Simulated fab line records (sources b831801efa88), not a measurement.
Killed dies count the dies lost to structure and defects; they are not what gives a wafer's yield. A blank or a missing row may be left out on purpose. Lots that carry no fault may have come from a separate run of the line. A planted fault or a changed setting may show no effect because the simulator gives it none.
Struck lot and sound lot, side by side	flow sky130	17 out of 708 route steps
Sound: the wafers L176.1, L176.3, L176.6. The struck wafers were L184.1, L184.2, L184.4. The cause is given at the end.
For every step that has rows: the tool of each side, followed by ch and its chambers, followed by its first start. Under that, the readings that differ: sound wafers	struck wafers	difference of the means	sigmas: that difference in standard deviations of wafers without a fault.
alike: readings whose means differ by less than 2 such deviations, and words and numbers that are the same on both sides. not compared: withheld readings, readings that some wafer has no value for, bounds like >300 that may hide the same value, and numbers for which the record gives no deviation and whose values overlap.
A row with sigmas, a row that says differs or no value, or rows on one side alone: a step with any of these is where the two part. Non-overlapping numbers with no deviation appear without sigmas and do not part them. Lack of a reading on every wafer of one side parts them only where that side has two or more wafers.

SKY_VIA1_CMP_02: polishes SiO2.
  sound on cmp-02 ch 0,3, day 35 16:32; struck on cmp-01 ch 0,2,3, day 37 21:11
  alike: motor current A
SKY_VIA1_BOW_MEAS_03:
  sound on film metro-03 at day 35 16:50; struck on film metro-03 at day 37 21:29
  alike: VIA1_BOW
then, 8 steps without rows for these wafers: SKY_VIA1_DEHYDRATE_04 (time 60 s); SKY_VIA1_HMDS_05 (prime time 60 s); SKY_VIA1_COAT_06 (resist thk 60 nm); SKY_VIA1_COAT_07 (resist thk 450 nm); SKY_VIA1_SOFTBAKE_08 (time 90 s); SKY_VIA1_EXPOSE_09 (exposes mask VIM, target cd 150 nm); SKY_VIA1_PEB_10; SKY_VIA1_DEVELOP_11 (develop time 60 s).
SKY_VIA1_CD_MEAS_12 targets a cd of 150 nm.
  sound on cd sem-02 at day 36 19:02; struck on cd sem-02 at day 38 23:07
  alike: cd nm
SKY_VIA1_OVL_MEAS_13:
  sound on overlay-02 at day 36 19:10; struck on overlay-02 at day 38 23:14
  alike: VIA1_OVL
SKY_VIA1_ETCH_14: etches BARC in N2/H2, stops on SiO2, time 45.9 s, target depth 60 nm.
  sound on rie diel-03 ch 1,2,3, day 36 19:11; struck on rie diel-03 ch 0,2,3, day 38 23:17
reading	sound	struck	difference	sigmas
rf fwd power W (W)	499.3 497.8 491.3	415.9 415.2 413.4	-81.3	-37
model.KrF-thick_of_VIA1_COAT_07.thk nm (nm)	392.1 391.6 391.6	399.6 400.5 396.8	+7.2	
  alike: bias w, drypump motor current A, oes product au, throttle valve pct
  not compared: rf hours counter h
SKY_VIA1_ETCH_15: etches SiO2 in C4F8/O2/Ar, stops on TiN, target depth 351 nm, time 54 s.
  sound on rie diel-03 ch 1,2,3, day 36 19:14; struck on rie diel-03 ch 0,2,3, day 38 23:19
reading	sound	struck	difference	sigmas
model.KrF-thick_of_VIA1_COAT_07.thk nm (nm)	321.5 319.2 321.8	329.6 331.7 326	+8.3	
  alike: bias w, oes product au, rf fwd power W
  not compared: rf hours counter h
SKY_VIA1_STRIP_16: strips in O2/N2.
  sound on plasma asher-02 ch 0,1, day 36 19:17; struck on plasma asher-01 ch 0,1, day 38 23:22
reading	sound	struck	difference	sigmas
strip time to endpoint s (s)	4.455 4.413 4.457	4.529 4.551 4.494	+0.083	+4
  alike: drypump motor current A, oes product au
  not compared: rf hours counter h
then, 1 step without rows for these wafers: SKY_VIA1_STRIP_17 (strips in post etch residue remover, time 1200 s).
-- the record jumps here: 11 days lie between the struck wafers' starts before and after (it left off in module VIA1 and takes up again in module PAD_OPEN, whose first step shown is number 708 of the route) --
SKY_PAD_OPEN_PROBE_99:
  sound on prober-01 at day 47 22:51; struck on prober-01 at day 49 11:42
  alike: defect limited yield, killed_at_M0_to_M3, killed_at_M4_up, killed at contacts, killed at front end, killed at other, killed dies, killed open, killed short, sort_bin_3_pad_short, sort_bin_5_function, sort_bin_6_memory, sort n pass, sort yield pct

== WHERE THEY PART ==
Earliest at SKY_VIA1_ETCH_14; latest, in this record, at SKY_VIA1_STRIP_16. Later steps at which nothing parts them and some readings are alike: SKY_PAD_OPEN_PROBE_99.

WHY: what had been put in by the simulator
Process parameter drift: rie diel-03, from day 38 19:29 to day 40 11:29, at SKY_VIA1_ETCH_14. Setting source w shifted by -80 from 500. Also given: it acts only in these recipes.
